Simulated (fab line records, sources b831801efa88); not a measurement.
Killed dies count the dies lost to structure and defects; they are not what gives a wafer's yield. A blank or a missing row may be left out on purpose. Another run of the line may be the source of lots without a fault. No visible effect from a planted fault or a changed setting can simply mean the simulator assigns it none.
fab line records | flow sky130
[record] lots = 6 wafers = 18 lastDay = 50
route steps=708 shown VIA2@524 METAL3@532 CAPM@537 PAD_OPEN@708
lots untouched by any fault: they come from a run of this same line in which no faults occurred
startH: hours from the record's first day to the start of the lot's first wafer shown | waitH: how many hours have passed since the lot's step before this one | " the same as in the row above | L1.1+2: one row covering several wafers at once | - no value, or no start given | * or withheld: withheld | < > ~ a bound
route shown NAME@n: NAME is a module with steps in the file, n the number in the route of the first one | usual: mean and standard deviation over wafers with no fault | same: alike in all rows | chamber/n: place in a boat | sites: per-site readings | _std_site: how widely they spread, as a standard deviation | _edge_site: inner sites' mean taken away from outer sites' mean | radiusMm: for every site, how far away it sits from the centre of the wafer | mask NAME#n: copy n | behind: the tool/chamber that last shaped the wafer | hold: what put the lot on hold/how long, in hours/how the hold closed | device: names the non-switching transistor (n, p or np) | end of line: the same wafers' tests at the end of the route | for a step that has no rows: nothing shown but its recipe | killed: not the wafer's yield, but the dies lost to structure and defects at the first sort | map: per-die view of a wafer (x killed, . not killed, _ where there is no die)
set.NAME: the run value of the setting; set.NAME@STEP: its run value at that earlier step | model.NAME: the simulator's own value behind a step, which no gauge read
certain route steps with their lots: each step a table, each wafer a row
services: a tool's chamber out of use, with start hour (startH, from the record's first day; less than 0 if before it), hours out, and reason
[[steps]]
[step SKY_VIA2_STRIP_17]
[recipe] chemistry = postEtchResidueRemover timeS = 1200 tempC = 72.5
[step SKY_VIA2_CLEAN_18]
[recipe] chemistry = IPA timeS = 180 tempC = 25
[step SKY_VIA2_CLEAN_19]
[recipe] chemistry = O3/DIW dry = n2Spin
[step SKY_VIA2_SPUTTER_20]
[recipe] material = TiN targetThkNm = 20 chamberPressurePa = 5 powerW = 4000 timeS = 80
[step SKY_VIA2_CVD_21]
[recipe] material = W targetThkNm = 420 timeS = 126.4 tempC = 400 pressureTorr = 40
[step SKY_VIA2_RS_MEAS_22]
[recipe] thkMeasGauge = four-point-probe reads = W_of_VIA2_CVD_21+TiN_of_VIA2_SPUTTER_20
[usual] VIA2_W_RS = 0.273/0.0057
// columns lot.wafer tool chamber startH waitH VIA2_W_RS[ohm/sq]
L894.1 filmMetro-04 - 882.58 0.1 0.275
L894.3 " - " " 0.277
L894.5 " - " " 0.276
L899.2 filmMetro-04 - 922.90 0.1 0.282
L899.4 " - " " 0.274
L899.5 " - " " 0.273
L905.3 filmMetro-02 - 970.15 0.1 0.279
L905.4 " - " " 0.289
L905.6 " - " " 0.280
L907.2 filmMetro-02 - 996.19 0.1 0.279
L907.4 " - " " 0.280
L907.5 " - " " 0.279
L910.1 filmMetro-04 - 999.32 0.1 0.275
L910.2 " - " " 0.280
L910.3 " - " " 0.281
L912.1 filmMetro-01 - 1005.11 0.1 0.281
L912.2 " - " " 0.279
L912.4 " - " " 0.277
[step SKY_VIA2_THK_MEAS_23]
[recipe] thkMeasGauge = xrf reads = W_of_VIA2_CVD_21
[usual] VIA2_W_THK = 406/9.3
// columns lot.wafer tool chamber startH waitH VIA2_W_THK[nm]
L894.1 filmMetro-04 - 882.70 0.1 398
L894.3 " - " " 395
L894.5 " - " " 397
L899.2 filmMetro-04 - 923.01 0.1 390
L899.4 " - " " 401
L899.5 " - " " 400
L905.3 filmMetro-02 - 970.25 0.1 398
L905.4 " - " " 385
L905.6 " - " " 396
L907.2 filmMetro-02 - 996.30 0.1 400
L907.4 " - " " 397
L907.5 " - " " 404
L910.1 filmMetro-04 - 999.44 0.1 401
L910.2 " - " " 396
L910.3 " - " " 392
L912.1 filmMetro-01 - 1005.23 0.1 405
L912.2 " - " " 406
L912.4 " - " " 411
[step SKY_VIA2_CMP_24]
[recipe] stopOn = SiO2 tOverpolishS = 20 downForcePsi = 3.5 platenRpm = 60 targetThkNm = 0 padVelocityMS = 0.94248
[step SKY_METAL3_SPUTTER_00]
[recipe] material = Ti targetThkNm = 15 powerW = 3000 timeS = 10 chamberPressurePa = 0.4
[step SKY_METAL3_SPUTTER_01]
[recipe] material = TiN targetThkNm = 20 powerW = 6500 timeS = 16.7 chamberPressurePa = 0.4
[step SKY_METAL3_SPUTTER_02]
[recipe] material = AlCu targetThkNm = 735 powerW = 10600 timeS = 39.1 chamberPressurePa = 0.4173
[usual] throttleValvePct = 30.2/1.2
// columns lot.wafer tool chamber startH waitH throttleValvePct
L894.1 pvdSputter-03 - 883.20 0.0 29.8
L894.3 " - " " 30.0
L894.5 " - " " 29.9
L899.2 pvdSputter-01 - 923.41 0.0 28.0
L899.4 " - " " 29.5
L899.5 " - " " 30.6
L905.3 pvdSputter-01 - 970.64 0.0 29.4
L905.4 " - " " 31.5
L905.6 " - " " 30.7
L907.2 pvdSputter-03 - 996.70 0.0 29.9
L907.4 " - " " 29.6
L907.5 " - " " 32.5
L910.1 pvdSputter-01 - 999.85 0.0 28.1
L910.2 " - " " 31.4
L910.3 " - " " 29.5
L912.1 pvdSputter-03 - 1005.63 0.0 30.0
L912.2 " - " " 32.6
L912.4 " - " " 30.6
[step SKY_METAL3_SPUTTER_03]
[recipe] material = Ti targetThkNm = 5 powerW = 3000 timeS = 3.3 chamberPressurePa = 0.4
[usual] throttleValvePct = 30.2/1.2
// columns lot.wafer tool chamber startH waitH throttleValvePct
L894.1 pvdSputter-03 - 883.24 0.0 29.8
L894.3 " - " " 29.9
L894.5 " - " " 29.8
L899.2 pvdSputter-01 - 923.45 0.0 28.0
L899.4 " - " " 29.6
L899.5 " - " " 30.5
L905.3 pvdSputter-01 - 970.68 0.0 29.5
L905.4 " - " " 31.5
L905.6 " - " " 30.7
L907.2 pvdSputter-03 - 996.73 0.0 30.0
L907.4 " - " " 30.1
L907.5 " - " " 32.4
L910.1 pvdSputter-01 - 999.89 0.0 27.6
L910.2 " - " " 31.7
L910.3 " - " " 29.5
L912.1 pvdSputter-03 - 1005.67 0.0 30.0
L912.2 " - " " 32.6
L912.4 " - " " 30.8
[step SKY_METAL3_SPUTTER_04]
[recipe] material = TiN targetThkNm = 70 powerW = 6500 timeS = 58.3 chamberPressurePa = 0.4
[usual] throttleValvePct = 30.2/1.2
// columns lot.wafer tool chamber startH waitH throttleValvePct model.TiN_of_METAL3_SPUTTER_04.thkNm
L894.1 pvdSputter-03 - 883.26 0.0 30.1 72.45
L894.3 " - " " 29.8 70.79
L894.5 " - " " 30.1 70.06
L899.2 pvdSputter-01 - 923.47 0.0 27.6 70.19
L899.4 " - " " 29.8 70.1
L899.5 " - " " 30.6 69.41
L905.3 pvdSputter-01 - 970.70 0.0 29.5 105
L905.4 " - " " 31.8 69.06
L905.6 " - " " 30.6 104.1
L907.2 pvdSputter-03 - 996.75 0.0 30.0 70.4
L907.4 " - " " 30.0 70.13
L907.5 " - " " 32.4 69.17
L910.1 pvdSputter-01 - 999.91 0.0 27.9 107.1
L910.2 " - " " 31.4 70.42
L910.3 " - " " 29.7 106.9
L912.1 pvdSputter-03 - 1005.69 0.0 29.6 70.94
L912.2 " - " " 32.7 69.3
L912.4 " - " " 30.9 68.99
[step SKY_CAPM_CVD_00]
[recipe] material = SiO2 targetThkNm = 15.5 tempC = 400 timeS = withheld rfW = 450
[usual] heaterPowerW = 725/93
// columns lot.wafer tool chamber startH waitH heaterPowerW
L894.1 pecvd-02 0 883.30 0.0 648
L894.3 " 1 " " 847
L894.5 " 1 " " 834
L899.2 pecvd-04 0 923.52 0.0 665
L899.4 " 0 " " 654
L899.5 " 2 " " 678
L905.3 pecvd-04 2 970.74 0.0 701
L905.4 " 2 " " 721
L905.6 " 0 " " 719
L907.2 pecvd-02 2 996.80 0.0 857
L907.4 " 1 " " 751
L907.5 " 2 " " 857
L910.1 pecvd-02 1 999.95 0.0 761
L910.2 " 2 " " 838
L910.3 " 0 " " 641
L912.1 pecvd-02 1 1005.74 0.0 782
L912.2 " 2 " " 847
L912.4 " 0 " " 694
[step SKY_CAPM_THK_MEAS_01]
[recipe] reads = SiO2_of_CAPM_CVD_00
[usual] CAPM_CVD_00_THK = 15.49/0.3
// columns lot.wafer tool chamber startH waitH CAPM_CVD_00_THK[nm]
L894.1 filmMetro-02 - 883.33 - 15.44
L894.3 " - " " 15.18
L894.5 " - " " 15.60
L899.2 filmMetro-04 - 923.55 - 15.61
L899.4 " - " " 15.83
L899.5 " - " " 15.48
L905.3 filmMetro-04 - 970.79 - 15.13
L905.4 " - " " 15.30
L905.6 " - " " 15.73
L907.2 filmMetro-04 - 996.83 - 15.93
L907.4 " - " " 15.95
L907.5 " - " " 16.03
L910.1 filmMetro-04 - 999.98 - 15.38
L910.2 " - " " 15.71
L910.3 " - " " 15.42
L912.1 filmMetro-04 - 1005.76 - 15.44
L912.2 " - " " 15.86
L912.4 " - " " 15.85
[step SKY_CAPM_SPUTTER_02]
[recipe] material = TiN targetThkNm = 200 tempC = 300 powerW = 6500 timeS = 166.7 chamberPressurePa = 0.4
[usual] throttleValvePct = 30.0/1.1
// columns lot.wafer tool chamber startH waitH throttleValvePct
L894.1 pvdSputter-01 - 883.39 0.1 28.1
L894.3 " - " " 31.6
L894.5 " - " " 31.7
L899.2 pvdSputter-04 - 923.60 0.0 29.1
L899.4 " - " " 30.9
L899.5 " - " " 29.0
L905.3 pvdSputter-02 - 970.83 0.0 29.3
L905.4 " - " " 30.8
L905.6 " - " " 30.8
L907.2 pvdSputter-02 - 996.88 0.0 30.6
L907.4 " - " " 29.2
L907.5 " - " " 28.6
L910.1 pvdSputter-02 - 1000.04 0.1 28.5
L910.2 " - " " 30.6
L910.3 " - " " 30.7
L912.1 pvdSputter-04 - 1005.82 0.1 29.3
L912.2 " - " " 31.1
L912.4 " - " " 28.9
[step SKY_CAPM_RS_MEAS_03]
[recipe] thkMeasGauge = four-point-probe reads = TiN_of_CAPM_SPUTTER_02
[usual] CAPM_TIN_RS = 6.89/0.09
// columns lot.wafer tool chamber startH waitH CAPM_TIN_RS[ohm/sq]
L894.1 filmMetro-04 - 883.50 0.1 6.85
L894.3 " - " " 6.87
L894.5 " - " " 6.92
L899.2 filmMetro-03 - 923.73 0.1 6.93
L899.4 " - " " 6.98
L899.5 " - " " 6.89
L905.3 filmMetro-04 - 970.98 0.1 6.87
L905.4 " - " " 6.97
L905.6 " - " " 6.98
L907.2 filmMetro-03 - 997.01 0.1 6.84
L907.4 " - " " 6.76
L907.5 " - " " 6.80
L910.1 filmMetro-04 - 1000.15 0.1 6.83
L910.2 " - " " 6.80
L910.3 " - " " 6.94
L912.1 filmMetro-02 - 1005.93 0.1 6.77
L912.2 " - " " 6.86
L912.4 " - " " 6.89
[step SKY_CAPM_THK_MEAS_04]
[recipe] thkMeasGauge = xrf reads = TiN_of_CAPM_SPUTTER_02
[usual] CAPM_TIN_THK = 198.3/2.6
// columns lot.wafer tool chamber startH waitH CAPM_TIN_THK[nm]
L894.1 filmMetro-04 - 883.62 0.1 198.6
L894.3 " - " " 197.6
L894.5 " - " " 196.4
L899.2 filmMetro-03 - 923.84 0.1 198.2
L899.4 " - " " 196.5
L899.5 " - " " 199.3
L905.3 filmMetro-04 - 971.08 0.1 197.3
L905.4 " - " " 193.8
L905.6 " - " " 193.2
L907.2 filmMetro-03 - 997.12 0.1 200.2
L907.4 " - " " 202.2
L907.5 " - " " 200.7
L910.1 filmMetro-04 - 1000.27 0.1 199.2
L910.2 " - " " 198.9
L910.3 " - " " 195.5
L912.1 filmMetro-02 - 1006.05 0.1 203.3
L912.2 " - " " 199.9
L912.4 " - " " 199.5
[step SKY_CAPM_DEHYDRATE_05]
[recipe] tempC = 200 timeS = 60
[step SKY_CAPM_HMDS_06]
[recipe] primeTimeS = 60 primeTempC = 120
[step SKY_CAPM_COAT_07]
[recipe] resist = NOVOLAK spinRpm = 3000 resistThkNm = 1140
[step SKY_CAPM_SOFTBAKE_08]
[recipe] tempC = 90 timeS = 60 resist = NOVOLAK
[step SKY_CAPM_EXPOSE_09]
[recipe] maskId = CAPM na = 0.6 sourceShape = conventional sigmaOuter = 0.6 polarization = unpolarized targetCdNm = 1000 doseMj = 159
[step SKY_CAPM_PEB_10]
[recipe] tempC = withheld timeS = * resist = NOVOLAK
[step SKY_CAPM_DEVELOP_11]
[recipe] resist = NOVOLAK developer = TMAH developTimeS = 60 devTempC = 23
[step SKY_CAPM_OVL_MEAS_12]
[usual] CAPM_OVL = 0.5/1.3
// columns lot.wafer tool chamber startH waitH CAPM_OVL[nm]
L894.1 overlay-01 - 909.48 0.1 0.8
L894.3 " - " " -0.8
L894.5 " - " " -1.0
L899.2 overlay-01 - 949.12 0.1 0.1
L899.4 " - " " 0.0
L899.5 " - " " 0.2
L905.3 overlay-01 - 994.53 0.1 1.9
L905.4 " - " " 1.1
L905.6 " - " " 1.2
L907.2 overlay-01 - 1019.47 0.1 0.4
L907.4 " - " " 0.5
L907.5 " - " " 0.9
L910.1 overlay-02 - 1022.78 0.1 1.2
L910.2 " - " " 2.3
L910.3 " - " " 1.8
L912.1 overlay-02 - 1028.88 0.1 0.0
L912.2 " - " " -0.9
L912.4 " - " " 1.5
[step SKY_CAPM_METAL_ETCH_13]
[recipe] targetDepthNm = 220 stopOn = SiO2 chemistry = Cl2/BCl3 target = TiN pressureMtorr = 10 icpW = 900 biasW = 48.5 Cl2_flow_sccm = 60 bcl3FlowSccm = 30 timeS = 62.9
[step SKY_CAPM_STRIP_14]
[recipe] chemistry = O2/N2 powerW = 1400 pressureMtorr = 1500 platenTempC = withheld o2FlowSccm = 3000 n2FlowSccm = 300 overashFraction = 0.5
[usual] drypumpMotorCurrentA = 6.1/0.53 oesProductAu = 0.709/0.0042 stripTimeToEndpointS = 12.66/0.05
// columns lot.wafer tool chamber startH waitH drypumpMotorCurrentA oesProductAu rfHoursCounterH stripTimeToEndpointS
L894.1 plasmaAsher-01 1 909.59 0.1 6.4 0.708 80 12.76
L894.3 " 0 " " 5.4 0.709 - 12.72
L894.5 " 0 " " 5.4 0.702 - 12.70
L899.2 plasmaAsher-04 1 949.23 0.1 5.8 0.711 112 12.60
L899.4 " 0 " " 6.5 0.705 - 12.67
L899.5 " 0 " " 6.6 0.713 - 12.65
L905.3 plasmaAsher-01 0 994.67 0.1 5.4 0.711 - 12.66
L905.4 " 1 " " 6.4 0.715 - 12.74
L905.6 " 0 " " 5.4 0.705 - 12.65
L907.2 plasmaAsher-04 1 1019.58 0.1 5.7 0.718 119 12.66
L907.4 " 1 " " 5.7 0.712 - 12.64
L907.5 " 0 " " 6.5 0.717 - 12.60
L910.1 plasmaAsher-04 0 1022.89 0.1 6.6 0.711 119 12.73
L910.2 " 1 " " 5.8 0.710 119 12.72
L910.3 " 0 " " 6.5 0.703 - 12.68
L912.1 plasmaAsher-04 1 1028.99 0.1 5.8 0.712 120 12.56
L912.2 " 0 " " 6.5 0.704 120 12.64
L912.4 " 1 " " 5.8 0.714 - 12.63
[step SKY_CAPM_STRIP_15]
[recipe] chemistry = postEtchResidueRemover timeS = 1200 tempC = 72.5
[step SKY_CAPM_CLEAN_16]
[recipe] chemistry = IPA timeS = 180 tempC = 25
[step SKY_CAPM_CLEAN_17]
[recipe] chemistry = O3/DIW dry = n2Spin
[step SKY_METAL3_DEHYDRATE_05]
[recipe] tempC = 200 timeS = 60
[step SKY_METAL3_HMDS_06]
[recipe] primeTimeS = 60 primeTempC = 120
[step SKY_METAL3_COAT_07]
[recipe] resist = BARC tempC = withheld timeS = withheld spinRpm = 3000 resistThkNm = 60
[step SKY_METAL3_COAT_08]
[recipe] resist = KrF-thick spinRpm = 3000 resistThkNm = 1140
[step SKY_METAL3_SOFTBAKE_09]
[recipe] tempC = 100 timeS = 90 resist = KrF-thick
[step SKY_METAL3_EXPOSE_10]
[recipe] maskId = MM3 na = 0.68 sourceShape = annular sigmaInner = 0.4 sigmaOuter = 0.8 targetCdNm = 300 doseMj = 28.32
[step SKY_METAL3_PEB_11]
[recipe] pebTempC = withheld pebTimeS = withheld resist = KrF-thick
[step SKY_METAL3_DEVELOP_12]
[recipe] developTimeS = 60 resist = KrF-thick devTempC = 21
[step SKY_METAL3_CD_MEAS_13]
[recipe] targetCdNm = 300
[usual] cdNm = 299.0/1.4
// columns lot.wafer tool chamber startH waitH cdNm
L894.1 cdSem-01 - 935.22 - 297.9
L894.3 " - " " 298.3
L894.5 " - " " 298.3
L899.2 cdSem-02 - 973.13 - 298.4
L899.4 " - " " 299.6
L899.5 " - " " 299.5
L905.3 cdSem-02 - 1018.50 - 299.7
L905.4 " - " " 300.0
L905.6 " - " " 299.7
L907.2 cdSem-01 - 1042.04 - 298.5
L907.4 " - " " 298.5
L907.5 " - " " 298.3
L910.1 cdSem-02 - 1046.12 - 299.4
L910.2 " - " " 298.8
L910.3 " - " " 298.4
L912.1 cdSem-02 - 1051.63 - 301.1
L912.2 " - " " 301.4
L912.4 " - " " 299.7
[step SKY_METAL3_OVL_MEAS_14]
[usual] METAL3_OVL = 1/5.1
// columns lot.wafer tool chamber startH waitH METAL3_OVL[nm]
L894.1 overlay-02 - 935.34 0.1 -5
L894.3 " - " " -6
L894.5 " - " " -6
L899.2 overlay-02 - 973.24 0.1 3
L899.4 " - " " -4
L899.5 " - " " 3
L905.3 overlay-01 - 1018.60 0.1 12
L905.4 " - " " 8
L905.6 " - " " 14
L907.2 overlay-01 - 1042.14 0.1 -4
L907.4 " - " " -1
L907.5 " - " " 2
L910.1 overlay-02 - 1046.24 0.1 -4
L910.2 " - " " -2
L910.3 " - " " -4
L912.1 overlay-02 - 1051.75 0.1 -5
L912.2 " - " " -9
L912.4 " - " " -12
[step SKY_METAL3_DESCUM_15]
[recipe] chemistry = O2 sourcePowerW = 150 biasPowerW = 0 pressureMtorr = 10 tempC = 40 timeS = 8
[step SKY_METAL3_METAL_ETCH_18]
[recipe] targetDepthA = 8450 stopOn = SiO2 overEtchFrac = 0.3 timeS = 183.1 chemistry = Cl2/BCl3 resistSidewallDeg = 88 pressureMtorr = 10 icpW = 900 biasW = 48.5 Cl2_flow_sccm = 60 bcl3FlowSccm = 30
[usual] drypumpMotorCurrentA = 5.6/0.32 oesProductAu = 0.861/0.0074 throttleValvePct = 22.265/0.0091
// columns lot.wafer tool chamber startH waitH drypumpMotorCurrentA oesProductAu rfHoursCounterH throttleValvePct
L894.1 rieMetal-04 1 935.65 0.0 6.0 0.863 11 22.261
L894.3 " 1 " " 6.0 0.855 - 22.272
L894.5 " 1 " " 6.1 0.861 - 22.264
L899.2 rieMetal-01 0 973.42 0.0 5.1 0.849 14 22.271
L899.4 " 1 " " 5.6 0.846 - 22.263
L899.5 " 1 " " 5.6 0.860 - 22.263
L905.3 rieMetal-04 1 1018.83 0.1 6.0 0.884 - 22.262
L905.4 " 0 " " 5.6 0.874 - 22.263
L905.6 " 1 " " 6.0 0.890 - 22.262
L907.2 rieMetal-01 1 1042.32 0.0 5.6 0.861 6 22.272
L907.4 " 0 " " 5.1 0.853 - 22.251
L907.5 " 0 " " 5.1 0.857 - 22.254
L910.1 rieMetal-03 0 1046.42 0.0 5.6 0.887 21 22.265
L910.2 " 1 " " 5.8 0.871 7 22.256
L910.3 " 0 " " 5.7 0.879 - 22.265
L912.1 rieMetal-01 1 1051.94 0.0 5.6 0.857 7 22.255
L912.2 " 0 " " 5.1 0.853 19 22.260
L912.4 " 1 " " 5.6 0.863 - 22.251
[step SKY_PAD_OPEN_PROBE_99]
[usual] defectLimitedYield = 82.3/1.7 killed_at_M0_to_M3 = 43/6.8 killed_at_M4_up = 3.3/1.8 killedAtContacts = 25/5.9 killedAtFrontEnd = 16/4.2 killedAtOther = 0.3/0.69 killedDies = 87/8.6 killedOpen = 48/6.3 killedShort = 39/5.3 sort_bin_3_pad_short = 0.9/0.38 sort_bin_5_function = 10.5/1.4 sort_bin_6_memory = 6.4/1.1 sortNPass = 405/8.6 sortYieldPct = 82.3/1.7
[same] grossDies = 492 killedAtBackSide = 0 sort_bin_4_leakage[%] = 0 sort_bin_8_speed[%] = 0
// columns lot.wafer tool chamber startH waitH defectLimitedYield[%] killed_at_M0_to_M3 killed_at_M4_up killedAtContacts killedAtFrontEnd killedAtOther killedDies killedOpen killedShort sort_bin_3_pad_short[%] sort_bin_5_function[%] sort_bin_6_memory[%] sortNPass sortYieldPct[%] model.etest.via3Chain.rcOhm
L894.1 prober-02 - 1102.05 0.1 81.7 38 3 34 15 0 90 48 41 1.0 10.8 6.5 402 81.7 9.399
L894.3 prober-02 - 1102.15 0.2 81.9 51 1 26 11 0 89 55 34 1.0 10.6 6.5 403 81.9 9.669
L894.5 prober-02 - 1102.25 0.2 80.1 44 2 29 23 0 98 60 38 1.4 11.8 6.7 394 80.1 9.444
L899.2 prober-01 - 1134.94 0.1 84.3 43 4 19 11 0 77 47 30 0.8 7.9 6.9 415 84.3 9.755
L899.4 prober-01 - 1135.04 0.2 80.5 45 2 39 9 1 96 52 44 1.6 11.4 6.5 396 80.5 9.89
L899.5 prober-01 - 1135.09 0.2 80.3 50 5 26 16 0 97 59 38 0.4 12.2 7.1 395 80.3 10.16
L905.3 prober-02 - 1172.14 0.2 80.9 44 6 23 21 0 94 52 41 0.8 11.6 6.7 398 80.9 9.989
L905.4 prober-02 - 1172.19 0.2 81.1 53 2 23 14 1 93 49 40 0.8 10.8 7.3 399 81.1 9.101
L905.6 prober-02 - 1172.29 0.2 80.7 36 3 38 18 0 95 51 44 1.2 11.8 6.3 397 80.7 10.91
L907.2 prober-01 - 1185.20 0.1 83.3 41 1 27 10 3 82 38 44 0.6 10.2 5.9 410 83.3 10.18
L907.4 prober-01 - 1185.30 0.2 82.7 40 5 22 18 0 85 51 33 0.6 8.9 7.7 407 82.7 9.467
L907.5 prober-01 - 1185.35 0.2 79.7 52 3 29 15 1 100 53 47 1.6 13.0 5.7 392 79.7 10.05
L910.1 prober-01 - 1191.94 0.1 81.5 52 2 26 11 0 91 53 38 1.4 8.3 8.7 401 81.5 10.82
L910.2 prober-01 - 1191.99 0.1 82.9 48 4 12 20 0 84 42 42 0.4 11.0 5.7 408 82.9 9.273
L910.3 prober-01 - 1192.04 0.2 80.9 51 4 20 19 0 94 52 42 0.8 12.8 5.5 398 80.9 11.47
L912.1 prober-02 - 1194.36 0.1 82.3 51 1 19 16 0 87 48 39 0.6 10.8 6.3 405 82.3 9.192
L912.2 prober-02 - 1194.41 0.1 81.1 49 5 31 8 0 93 50 42 0.8 10.4 7.7 399 81.1 10.86
L912.4 prober-02 - 1194.51 0.2 82.5 46 0 28 12 0 86 43 42 0.4 10.4 6.7 406 82.5 9.675
// killed by level:class
L894.1 CONTACT:geometricParticle:open=11 VIA3:geometricParticle:open=10 LI_CONTACT:geometricParticle:open=9 CONTACT:geometricParticle:short=6 FIELD_ISO:geometricParticle:short=5 VIA3:geometricParticle:short=5 POLY_GATE:geometricParticle:open=4 LOCAL_INTERCONNECT:geometricParticle:short=4
L894.3 VIA1:geometricParticle:open=16 VIA2:geometricParticle:open=10 CONTACT:geometricParticle:open=8 VIA3:geometricParticle:open=5 LI_CONTACT:geometricParticle:short=5 LI_CONTACT:geometricParticle:open=4 LOCAL_INTERCONNECT:geometricParticle:short=4 CONTACT:geometricParticle:short=4
L894.5 VIA1:geometricParticle:open=12 CONTACT:geometricParticle:open=12 VIA2:geometricParticle:open=7 LI_CONTACT:geometricParticle:open=6 VIA3:geometricParticle:open=6 METAL2:geometricParticle:short=6 FIELD_ISO:geometricParticle:short=5 FIELD_ISO:geometricParticle:open=5
L899.2 VIA1:geometricParticle:open=11 LI_CONTACT:geometricParticle:open=8 VIA2:geometricParticle:open=8 VIA3:geometricParticle:open=6 LOCAL_INTERCONNECT:geometricParticle:short=5 CONTACT:geometricParticle:open=5 VIA1:geometricParticle:short=5 METAL2:geometricParticle:short=5
L899.4 VIA1:geometricParticle:open=11 CONTACT:geometricParticle:short=10 CONTACT:geometricParticle:open=10 VIA3:geometricParticle:open=10 VIA2:geometricParticle:open=7 LI_CONTACT:geometricParticle:open=6 LOCAL_INTERCONNECT:geometricParticle:short=6 METAL1:geometricParticle:short=6
L899.5 VIA1:geometricParticle:open=14 LI_CONTACT:geometricParticle:open=9 CONTACT:geometricParticle:open=8 VIA2:geometricParticle:open=8 CONTACT:geometricParticle:short=6 METAL2:geometricParticle:short=6 METAL1:geometricParticle:short=5 METAL2:geometricParticle:open=5
L905.3 VIA2:geometricParticle:open=12 CONTACT:geometricParticle:open=10 POLY_GATE:geometricParticle:short=9 LI_CONTACT:geometricParticle:open=8 VIA1:geometricParticle:open=7 METAL4:geometricParticle:short=6 METAL2:geometricParticle:short=6 VIA2:geometricParticle:short=4
L905.4 VIA1:geometricParticle:open=17 VIA3:geometricParticle:open=7 CONTACT:geometricParticle:open=6 METAL1:geometricParticle:short=6 VIA1:geometricParticle:short=6 METAL2:geometricParticle:short=6 LI_CONTACT:geometricParticle:open=5 CONTACT:geometricParticle:short=5
L905.6 CONTACT:geometricParticle:open=14 LI_CONTACT:geometricParticle:open=9 POLY_GATE:geometricParticle:short=8 VIA1:geometricParticle:open=8 LOCAL_INTERCONNECT:geometricParticle:short=7 VIA1:geometricParticle:short=7 POLY_GATE:geometricParticle:open=5 VIA3:geometricParticle:open=5
L907.2 CONTACT:geometricParticle:open=10 VIA1:geometricParticle:open=8 METAL2:geometricParticle:short=8 LOCAL_INTERCONNECT:geometricParticle:short=7 LI_CONTACT:geometricParticle:open=6 VIA1:geometricParticle:short=4 METAL3:geometricParticle:short=4 VIA3:geometricParticle:short=4
L907.4 FIELD_ISO:geometricParticle:open=9 VIA3:geometricParticle:open=7 LI_CONTACT:geometricParticle:open=7 VIA1:geometricParticle:open=7 VIA2:geometricParticle:short=6 VIA2:geometricParticle:open=6 CONTACT:geometricParticle:open=5 FIELD_ISO:geometricParticle:short=4
L907.5 METAL1:geometricParticle:short=12 VIA1:geometricParticle:open=11 CONTACT:geometricParticle:open=10 LI_CONTACT:geometricParticle:open=8 VIA3:geometricParticle:open=8 VIA3:geometricParticle:short=7 FIELD_ISO:geometricParticle:open=6 CONTACT:geometricParticle:short=5
L910.1 VIA2:geometricParticle:open=15 CONTACT:geometricParticle:open=8 LI_CONTACT:geometricParticle:open=7 METAL1:geometricParticle:short=7 VIA1:geometricParticle:open=6 VIA1:geometricParticle:short=6 FIELD_ISO:geometricParticle:open=5 METAL2:geometricParticle:short=5
L910.2 VIA1:geometricParticle:open=13 POLY_GATE:geometricParticle:short=6 VIA1:geometricParticle:short=6 VIA3:geometricParticle:open=6 METAL1:geometricParticle:short=5 POLY_GATE:geometricParticle:open=5 CONTACT:geometricParticle:open=5 METAL2:geometricParticle:short=5
L910.3 VIA1:geometricParticle:open=16 FIELD_ISO:geometricParticle:open=10 CONTACT:geometricParticle:open=8 VIA1:geometricParticle:short=7 METAL3:geometricParticle:short=6 VIA3:geometricParticle:open=6 FIELD_ISO:geometricParticle:short=5 VIA2:geometricParticle:short=5
L912.1 VIA1:geometricParticle:open=18 VIA1:geometricParticle:short=10 LI_CONTACT:geometricParticle:open=7 VIA2:geometricParticle:open=6 VIA3:geometricParticle:open=6 LOCAL_INTERCONNECT:geometricParticle:short=5 POLY_GATE:geometricParticle:short=4 CONTACT:geometricParticle:open=4
L912.2 VIA1:geometricParticle:open=10 CONTACT:geometricParticle:open=9 METAL2:geometricParticle:short=8 VIA3:geometricParticle:open=8 LI_CONTACT:geometricParticle:open=7 CONTACT:geometricParticle:short=7 VIA2:geometricParticle:open=7 LOCAL_INTERCONNECT:geometricParticle:short=6
L912.4 VIA1:geometricParticle:open=10 LOCAL_INTERCONNECT:geometricParticle:short=8 CONTACT:geometricParticle:open=7 VIA2:geometricParticle:open=7 CONTACT:geometricParticle:short=6 METAL3:geometricParticle:short=5 POLY_GATE:geometricParticle:open=4 VIA3:geometricParticle:open=4
[[services]]
// columns tool chamber startH hours kind
plasmaAsher-01 - 866.78 2.3 repair
pvdSputter-03 1 868.73 - consumableReplace:kit
pvdSputter-03 1 868.73 18.0 scheduledDown
pvdSputter-03 1 868.73 18.0 ventCycle
rieMetal-04 - 888.36 0.8 repair
rieMetal-03 1 900.15 13.4 repair
pvdSputter-03 - 905.08 4.4 repair
rieMetal-03 0 909.25 1.6 repair
rieMetal-01 1 917.40 - clean
pvdSputter-03 - 922.13 2.1 repair
pvdSputter-01 1 923.52 - consumableReplace:kit
pvdSputter-01 1 923.52 18.0 scheduledDown
pvdSputter-01 1 923.52 18.0 ventCycle
pvdSputter-04 - 937.91 3.2 repair
plasmaAsher-01 - 951.16 2.2 repair
plasmaAsher-04 - 958.17 13.8 repair
pvdSputter-04 - 958.73 3.6 repair
pvdSputter-03 0 986.33 - consumableReplace:kit
pvdSputter-03 0 986.33 18.0 scheduledDown
pvdSputter-03 0 986.33 18.0 ventCycle
pecvd-02 0 986.56 5.5 scheduledDown
plasmaAsher-01 - 1016.83 14.6 pm
pecvd-02 2 1020.81 11.9 repair
pecvd-02 2 1046.31 2.1 scheduledDown
[[key]]
[firstSign] step = SKY_METAL3_METAL_ETCH_18 reading = oesProductAu direction = up sigmas = 3.2 usual = 0.861 struck = 0.885
effect none on later readings
[modelEffect] step = SKY_METAL3_SPUTTER_04 value = TiN_of_METAL3_SPUTTER_04.thkNm without = 69.61 struck = 105.8
[modelEffect] step = SKY_PAD_OPEN_PROBE_99 value = etest.via3Chain.rcOhm without = 9.765 struck = 10.8
metAt SKY_METAL3_SPUTTER_04
struckWafers L905.3,L905.6,L910.1,L910.3
onsetBetween 923.47 970.70
[fault] kind = processParameterDrift tool = pvdSputter-01 chamber = - onsetH = 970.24 steps = SKY_METAL3_SPUTTER_04 channel = targetThkNm offset = 36.155 shape = step endH = 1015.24 scope = struckWafersOnly actsIn = theseRecipesOnly stated = 70
